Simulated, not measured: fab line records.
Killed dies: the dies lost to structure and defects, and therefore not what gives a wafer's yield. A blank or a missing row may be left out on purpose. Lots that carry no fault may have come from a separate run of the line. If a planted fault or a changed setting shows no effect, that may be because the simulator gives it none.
The tool behind it: which one? / flow sky130 / Sampling: 12 lots, 36 wafers, 5 of 708 route steps

## WHAT THE GAUGES READ, wafer by wafer
SKY_SONOS_TUNNEL_OVL_MEAS_08. Usual: SONOS_TUNNEL_OVL -0.4 nm, standard deviation 1.3.
lot=L580; measured=day 11 03:44; on=overlay-02; SONOS_TUNNEL_OVL (nm)=-1.0 -0.8 -0.3; flag=
lot=L581; measured=day 11 10:08; on=overlay-02; SONOS_TUNNEL_OVL (nm)=-0.9 -1.0 -0.6; flag=
lot=L582; measured=day 11 12:59; on=overlay-02; SONOS_TUNNEL_OVL (nm)=1.2 1.8 2.6; flag=
lot=L583; measured=day 12 00:01; on=overlay-01; SONOS_TUNNEL_OVL (nm)=1.4 -1.1 0.3; flag=
lot=L585; measured=day 12 19:04; on=overlay-02; SONOS_TUNNEL_OVL (nm)=-3.3 -2.5 -3.7; flag=
lot=L592; measured=day 17 03:37; on=overlay-02; SONOS_TUNNEL_OVL (nm)=-1.1 0.2 -0.3; flag=
lot=L595; measured=day 17 05:59; on=overlay-02; SONOS_TUNNEL_OVL (nm)=0.7 1.4 0.5; flag=
lot=L594; measured=day 17 09:28; on=overlay-01; SONOS_TUNNEL_OVL (nm)=1.5 0.5 1.2; flag=
lot=L598; measured=day 17 17:13; on=overlay-02; SONOS_TUNNEL_OVL (nm)=-0.8 -2.0 0.6; flag=
lot=L599; measured=day 17 22:19; on=overlay-01; SONOS_TUNNEL_OVL (nm)=0.1 0.7 -1.5; flag=
lot=L602; measured=day 18 18:18; on=overlay-02; SONOS_TUNNEL_OVL (nm)=-0.9 -2.3 -0.4; flag=
lot=L603; measured=day 19 03:13; on=overlay-01; SONOS_TUNNEL_OVL (nm)=1.3 -1.1 -0.3; flag=

SKY_LDD_HVP_OVL_MEAS_07. Usual: LDD_HVP_OVL 1.0 nm, standard deviation 1.3.
lot=L580; measured=day 21 09:54; on=overlay-01; LDD_HVP_OVL (nm)=1.8 1.0 0.7; flag=
lot=L581; measured=day 21 10:49; on=overlay-02; LDD_HVP_OVL (nm)=0.5 1.6 1.0; flag=
lot=L582; measured=day 21 12:36; on=overlay-02; LDD_HVP_OVL (nm)=1.9 4.4 0.9; flag=
lot=L583; measured=day 22 03:44; on=overlay-01; LDD_HVP_OVL (nm)=-1.5 0.9 0.7; flag=
lot=L585; measured=day 23 04:07; on=overlay-02; LDD_HVP_OVL (nm)=3.0 2.6 1.8; flag=
lot=L592; measured=day 27 23:51; on=overlay-02; LDD_HVP_OVL (nm)=-0.2 0.1 0.1; flag=
lot=L595; measured=day 28 06:28; on=overlay-01; LDD_HVP_OVL (nm)=2.7 2.7 3.0; flag=
lot=L594; measured=day 28 04:45; on=overlay-01; LDD_HVP_OVL (nm)=0.2 1.6 1.8; flag=
lot=L598; measured=day 28 14:11; on=overlay-02; LDD_HVP_OVL (nm)=1.4 0.9 -0.9; flag=
lot=L599; measured=day 28 15:41; on=overlay-01; LDD_HVP_OVL (nm)=-0.7 2.4 1.3; flag=
lot=L602; measured=day 29 11:30; on=overlay-02; LDD_HVP_OVL (nm)=3.3 2.4 3.9; flag=
lot=L603; measured=day 29 18:19; on=overlay-02; LDD_HVP_OVL (nm)=0.6 1.9 3.0; flag=

SKY_LDD_HVP_TW_MEAS_10. Usual: LDD_HVP_TW 457, standard deviation 4.9.
lot=L580; measured=day 21 10:31; on=film-metro-02; LDD_HVP_TW=567 568 568; flag=OFF
lot=L581; measured=day 21 11:07; on=film-metro-02; LDD_HVP_TW=458 458 456; flag=
lot=L582; measured=day 21 12:54; on=film-metro-02; LDD_HVP_TW=457 459 459; flag=
lot=L583; measured=day 22 04:20; on=film-metro-01; LDD_HVP_TW=578 575 574; flag=OFF
lot=L585; measured=day 23 04:43; on=film-metro-03; LDD_HVP_TW=561 563 561; flag=OFF
lot=L592; measured=day 28 00:08; on=film-metro-02; LDD_HVP_TW=457 459 461; flag=
lot=L595; measured=day 28 06:45; on=film-metro-03; LDD_HVP_TW=452 449 450; flag=
lot=L594; measured=day 28 05:02; on=film-metro-03; LDD_HVP_TW=447 449 449; flag=
lot=L598; measured=day 28 14:28; on=film-metro-03; LDD_HVP_TW=449 449 449; flag=
lot=L599; measured=day 28 15:58; on=film-metro-03; LDD_HVP_TW=450 450 451; flag=
lot=L602; measured=day 29 11:47; on=film-metro-01; LDD_HVP_TW=465 464 464; flag=
lot=L603; measured=day 29 18:37; on=film-metro-02; LDD_HVP_TW=459 459 457; flag=

## TOOL THAT RAN EACH LOT (tool first, then ch and the chambers of the sampled wafers, then the start)
lot=L580; SKY_RES_PROTECT_STRIP_07=plasma-asher-02 ch 0,1, day 14 21:03; SKY_LDD_HVP_IMPLANT_08=implanter-02 ch 0, day 21 09:56
lot=L581; SKY_RES_PROTECT_STRIP_07=plasma-asher-02 ch 0,1, day 15 00:46; SKY_LDD_HVP_IMPLANT_08=implanter-03 ch 0, day 21 10:53
lot=L582; SKY_RES_PROTECT_STRIP_07=plasma-asher-02 ch 0,1, day 15 02:17; SKY_LDD_HVP_IMPLANT_08=implanter-03 ch 0, day 21 12:41
lot=L583; SKY_RES_PROTECT_STRIP_07=plasma-asher-01 ch 0,1, day 15 16:48; SKY_LDD_HVP_IMPLANT_08=implanter-02 ch 0, day 22 03:46
lot=L585; SKY_RES_PROTECT_STRIP_07=plasma-asher-02 ch 0,1, day 16 15:12; SKY_LDD_HVP_IMPLANT_08=implanter-04 ch 0, day 23 04:10
lot=L592; SKY_RES_PROTECT_STRIP_07=plasma-asher-04 ch 0,1, day 21 13:31; SKY_LDD_HVP_IMPLANT_08=implanter-02 ch 0, day 27 23:53
lot=L595; SKY_RES_PROTECT_STRIP_07=plasma-asher-04 ch 0,1, day 21 18:45; SKY_LDD_HVP_IMPLANT_08=implanter-04 ch 0, day 28 06:31
lot=L594; SKY_RES_PROTECT_STRIP_07=plasma-asher-02 ch 0,1, day 21 18:27; SKY_LDD_HVP_IMPLANT_08=implanter-03 ch 0, day 28 04:47
lot=L598; SKY_RES_PROTECT_STRIP_07=plasma-asher-01 ch 0,1, day 22 04:33; SKY_LDD_HVP_IMPLANT_08=implanter-02 ch 0, day 28 14:13
lot=L599; SKY_RES_PROTECT_STRIP_07=plasma-asher-01 ch 0,1, day 22 05:12; SKY_LDD_HVP_IMPLANT_08=implanter-04 ch 0, day 28 15:43
lot=L602; SKY_RES_PROTECT_STRIP_07=plasma-asher-01 ch 0,1, day 23 05:12; SKY_LDD_HVP_IMPLANT_08=implanter-02 ch 0, day 29 11:32
lot=L603; SKY_RES_PROTECT_STRIP_07=plasma-asher-01 ch 0,1, day 23 11:41; SKY_LDD_HVP_IMPLANT_08=implanter-04 ch 0, day 29 18:25
- SKY_RES_PROTECT_STRIP_07: strips in O2/N2.
- SKY_LDD_HVP_IMPLANT_08

## WHAT THE TOOLS THEMSELVES READ (means of the sampled wafers that have a number; where no wafer has one, the mark that the record gives instead)
SKY_RES_PROTECT_STRIP_07. Usual: drypump-motor-current-A 6.2 A, standard deviation 0.4; oes-product-au 0.517 a.u., standard deviation 0.0051; strip-time-to-endpoint-s 23.28 s, standard deviation 0.046.
lot=L580; tool=plasma-asher-02; drypump-motor-current-A (A)=6.1; oes-product-au (a.u.)=0.515; strip-time-to-endpoint-s (s)=23.29; flag=
lot=L581; tool=plasma-asher-02; drypump-motor-current-A (A)=5.9; oes-product-au (a.u.)=0.515; strip-time-to-endpoint-s (s)=23.30; flag=
lot=L582; tool=plasma-asher-02; drypump-motor-current-A (A)=6.0; oes-product-au (a.u.)=0.516; strip-time-to-endpoint-s (s)=23.25; flag=
lot=L583; tool=plasma-asher-01; drypump-motor-current-A (A)=6.3; oes-product-au (a.u.)=0.520; strip-time-to-endpoint-s (s)=23.29; flag=
lot=L585; tool=plasma-asher-02; drypump-motor-current-A (A)=6.1; oes-product-au (a.u.)=0.515; strip-time-to-endpoint-s (s)=23.28; flag=
lot=L592; tool=plasma-asher-04; drypump-motor-current-A (A)=6.2; oes-product-au (a.u.)=0.515; strip-time-to-endpoint-s (s)=23.25; flag=
lot=L595; tool=plasma-asher-04; drypump-motor-current-A (A)=5.7; oes-product-au (a.u.)=0.520; strip-time-to-endpoint-s (s)=23.37; flag=
lot=L594; tool=plasma-asher-02; drypump-motor-current-A (A)=5.9; oes-product-au (a.u.)=0.521; strip-time-to-endpoint-s (s)=23.38; flag=
lot=L598; tool=plasma-asher-01; drypump-motor-current-A (A)=6.4; oes-product-au (a.u.)=0.522; strip-time-to-endpoint-s (s)=23.26; flag=
lot=L599; tool=plasma-asher-01; drypump-motor-current-A (A)=6.3; oes-product-au (a.u.)=0.516; strip-time-to-endpoint-s (s)=23.23; flag=
lot=L602; tool=plasma-asher-01; drypump-motor-current-A (A)=6.3; oes-product-au (a.u.)=0.522; strip-time-to-endpoint-s (s)=23.24; flag=
lot=L603; tool=plasma-asher-01; drypump-motor-current-A (A)=6.4; oes-product-au (a.u.)=0.513; strip-time-to-endpoint-s (s)=23.28; flag=

SKY_LDD_HVP_IMPLANT_08. Usual: beam-on-s 10.01 s, standard deviation 0.2; dose-ions-cm2 1.6996e+13, standard deviation 1.9e+10.
lot=L580; tool=implanter-02; beam-on-s (s)=10.04; dose-ions-cm2=1.6995e+13; flag=
lot=L581; tool=implanter-03; beam-on-s (s)=10.04; dose-ions-cm2=1.7000e+13; flag=
lot=L582; tool=implanter-03; beam-on-s (s)=10.02; dose-ions-cm2=1.6986e+13; flag=
lot=L583; tool=implanter-02; beam-on-s (s)=10.02; dose-ions-cm2=1.6998e+13; flag=
lot=L585; tool=implanter-04; beam-on-s (s)=10.03; dose-ions-cm2=1.7004e+13; flag=
lot=L592; tool=implanter-02; beam-on-s (s)=9.95; dose-ions-cm2=1.7020e+13; flag=
lot=L595; tool=implanter-04; beam-on-s (s)=9.82; dose-ions-cm2=1.7026e+13; flag=
lot=L594; tool=implanter-03; beam-on-s (s)=10.20; dose-ions-cm2=1.6968e+13; flag=
lot=L598; tool=implanter-02; beam-on-s (s)=9.99; dose-ions-cm2=1.6983e+13; flag=
lot=L599; tool=implanter-04; beam-on-s (s)=9.90; dose-ions-cm2=1.6987e+13; flag=
lot=L602; tool=implanter-02; beam-on-s (s)=9.90; dose-ions-cm2=1.6984e+13; flag=
lot=L603; tool=implanter-04; beam-on-s (s)=10.15; dose-ions-cm2=1.7010e+13; flag=

## THE ANSWER, worked out from the rows above alone
Rule: a lot is off if the mean of its wafers that have a number lies more than 3 standard deviations from the usual mean. A lot without any number at a reading at which 4 lots or more have one is off too. Where the step has rows for the other lots, those lots are counted as sound. First the gauges in route order, then the tools' own readings, where a lot's mean is used as printed above. At the first step where some lot is off, the reading lying furthest off is the one used; lots without a number count as furthest.
Off: L580, L583, L585, seen at SKY_LDD_HVP_TW_MEAS_10 (LDD_HVP_TW).
A tool fits if, at a process step before that reading, it ran every lot that is off, and no sound lot after the first of them. Gauges at SKY_LDD_HVP_TW_MEAS_10: tried the same way as those tools. None of those tried fits.

## WHAT THE SIMULATOR HAD INSERTED
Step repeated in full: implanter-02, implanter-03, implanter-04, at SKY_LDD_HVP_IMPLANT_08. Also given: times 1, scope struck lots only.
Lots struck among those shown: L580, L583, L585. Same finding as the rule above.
